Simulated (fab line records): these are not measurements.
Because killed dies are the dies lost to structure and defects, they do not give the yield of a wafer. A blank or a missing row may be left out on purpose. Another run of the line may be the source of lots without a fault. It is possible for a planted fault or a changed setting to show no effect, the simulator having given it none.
Which tool is to blame?	flow gf180mcu	14 lots, 42 wafers sampled, at 4 steps of a route of 602

== WHAT THE GAUGES SHOWED, per wafer ==
GF_NWELL_TW_MEAS_11. Usual: NWELL_TW typically reads 1570, with standard deviation 15.
lot	measured	on	NWELL_TW	flag
L991	day 3 09:13	film_metro-04	1555 1566 1570	
L992	day 3 12:43	film_metro-03	1585 1584 1577	
L993	day 3 18:49	film_metro-04	1550 1555 1561	
L994	day 3 23:28	film_metro-01	1566 1562 1570	
L995	day 4 04:59	film_metro-04	1555 1549 1550	
L996	day 4 10:23	film_metro-03	1583 1577 1579	
L997	day 4 16:53	film_metro-04	1545 1542 1549	
L100	day 5 08:16	film_metro-03	1580 1575 1574	
L106	day 6 17:41	film_metro-01	1569 1570 1561	
L108	day 7 05:01	film_metro-03	1584 1576 1586	
L109	day 7 10:19	film_metro-04	1549 1558 1563	
L111	day 7 19:52	film_metro-03	1573 1578 1572	
L113	day 8 07:07	film_metro-03	1581 1582 1589	
L114	day 8 13:46	film_metro-03	1591 1588 1581	

GF_LVPWELL_OVL_MEAS_07. Usual: LVPWELL_OVL typically reads -0.2 nm, with standard deviation 1.4.
lot	measured	on	LVPWELL_OVL (nm)	flag
L991	day 3 21:32	overlay-01	1.4 0.7 0.0	
L992	day 4 01:59	overlay-01	0.9 -0.1 -1.0	
L993	day 4 08:05	overlay-02	-1.6 -2.1 -0.7	
L994	day 4 13:08	overlay-01	1.9 1.4 1.8	
L995	day 4 18:47	overlay-01	-0.2 1.2 1.8	
L996	day 5 00:11	overlay-01	-0.7 -1.0 -2.0	
L997	day 5 06:57	overlay-02	-1.4 -1.3 0.1	
L100	day 5 22:47	overlay-01	-0.3 0.7 -0.5	
L106	day 7 09:23	overlay-02	2.1 0.2 -0.9	
L108	day 7 19:57	overlay-01	0.4 0.2 0.8	
L109	day 8 02:14	overlay-01	1.3 -1.0 -0.4	
L111	day 8 12:02	overlay-02	1.9 0.4 0.6	
L113	day 8 22:41	overlay-02	-1.5 -3.0 -2.9	
L114	day 9 06:20	overlay-01	-0.3 -1.5 -1.1	

GF_VT_IMPLANT_TW_MEAS_21. Usual: VT_IMPLANT_2_TW typically reads 1212, with standard deviation 11.
lot	measured	on	VT_IMPLANT_2_TW	flag
L991	day 6 07:59	film_metro-02	1216 1220 1217	
L992	day 6 12:10	film_metro-04	1199 1194 1199	
L993	day 6 19:01	film_metro-02	1223 1207 1220	
L994	day 7 00:55	film_metro-04	1193 1202 1204	
L995	day 7 06:32	film_metro-04	1206 1197 1193	
L996	day 7 12:47	film_metro-04	1196 1198 1193	
L997	day 7 21:14	film_metro-03	1215 1228 1224	
L100	day 8 14:13	film_metro-02	1220 1218 1222	
L106	day 10 06:47	film_metro-02	582 580 586	OFF
L108	day 10 17:25	film_metro-03	579 581 577	OFF
L109	day 11 01:22	film_metro-03	1220 1215 1217	
L111	day 11 12:28	film_metro-03	1219 1218 1215	
L113	day 12 00:31	film_metro-04	1204 1204 1213	
L114	day 12 08:49	film_metro-02	1213 1216 1219	

== WHAT TOOL EACH LOT RAN ON (gives the tool, then ch and the chambers of the sampled wafers, and finally the start) ==
lot	GF_VT_IMPLANT_IMPLANT_19
L991	implanter-04 ch 0, day 6 07:43
L992	implanter-04 ch 0, day 6 11:55
L993	implanter-04 ch 0, day 6 18:46
L994	implanter-01 ch 0, day 7 00:40
L995	implanter-01 ch 0, day 7 06:19
L996	implanter-01 ch 0, day 7 12:34
L997	implanter-04 ch 0, day 7 21:01
L100	implanter-04 ch 0, day 8 13:58
L106	implanter-04 ch 0, day 10 06:34
L108	implanter-04 ch 0, day 10 17:11
L109	implanter-01 ch 0, day 11 01:07
L111	implanter-01 ch 0, day 11 12:13
L113	implanter-03 ch 0, day 12 00:16
L114	implanter-01 ch 0, day 12 08:34
- GF_VT_IMPLANT_IMPLANT_19

== WHAT THE TOOLS THEMSELVES READ (means of the sampled wafers that have a number; where no wafer has one, the mark that the record gives instead) ==
GF_VT_IMPLANT_IMPLANT_19. Usual: dose_ions_cm2 4.35e+12, standard deviation 4.8e+09; faraday_current_uA 24.6, standard deviation 0.54.
lot	tool	dose_ions_cm2	faraday_current_uA	flag
L991	implanter-04	4.35e+12	24.2	
L992	implanter-04	4.35e+12	24.3	
L993	implanter-04	4.35e+12	24.6	
L994	implanter-01	4.35e+12	24.8	
L995	implanter-01	4.35e+12	24.2	
L996	implanter-01	4.36e+12	24.2	
L997	implanter-04	4.35e+12	25.0	
L100	implanter-04	4.35e+12	24.4	
L106	implanter-04	4.33e+11	2.5	OFF
L108	implanter-04	4.32e+11	2.5	OFF
L109	implanter-01	4.35e+12	24.9	
L111	implanter-01	4.35e+12	24.9	
L113	implanter-03	4.35e+12	24.5	
L114	implanter-01	4.35e+12	24.7	

== THE ANSWER, worked out from the rows above alone ==
Rule: a lot is off if the mean of its wafers that have a number lies more than 3 standard deviations from the usual mean. Also off: a lot with no number at a reading for which 4 or more lots have one. All remaining lots with rows at the step are treated as sound. First the gauges in route order, then the tools' own readings, where a lot's mean is used as printed above. The first step at which some lot is off is used, and at that step the reading that is off furthest; a lot without a number counts as furthest.
Off: L106, L108, at GF_VT_IMPLANT_TW_MEAS_21 (VT_IMPLANT_2_TW).
If a tool, at a process step before that reading, ran all the lots that are off and no sound lot after the first of them, it fits. Not tried: the gauges at GF_VT_IMPLANT_TW_MEAS_21; whatever is off there is also off at GF_VT_IMPLANT_IMPLANT_19, on other tools, and gauge error can't account for it. One fits: implanter-04 at GF_VT_IMPLANT_IMPLANT_19. Its last sound lot is L100 (day 8 13:58), its first lot that is off L106 (day 10 06:34): a fault that began between those two fits.
The tool's own readings at GF_VT_IMPLANT_IMPLANT_19 bear it out: on the lots that are off they differ by more than 5 times the standard deviation of the sound lots' means. dose_ions_cm2 reads 4.32e+11 there against 4.35e+12 on the sound lots; faraday_current_uA reads 2.5 there against 24.6 on the sound lots.

== WHAT HAD BEEN PUT IN BY THE SIMULATOR ==
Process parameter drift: implanter-04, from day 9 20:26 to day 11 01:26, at GF_VT_IMPLANT_IMPLANT_19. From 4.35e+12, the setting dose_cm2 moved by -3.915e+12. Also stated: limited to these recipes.
Struck lots among those shown: L106, L108. This agrees with what the rule above found.
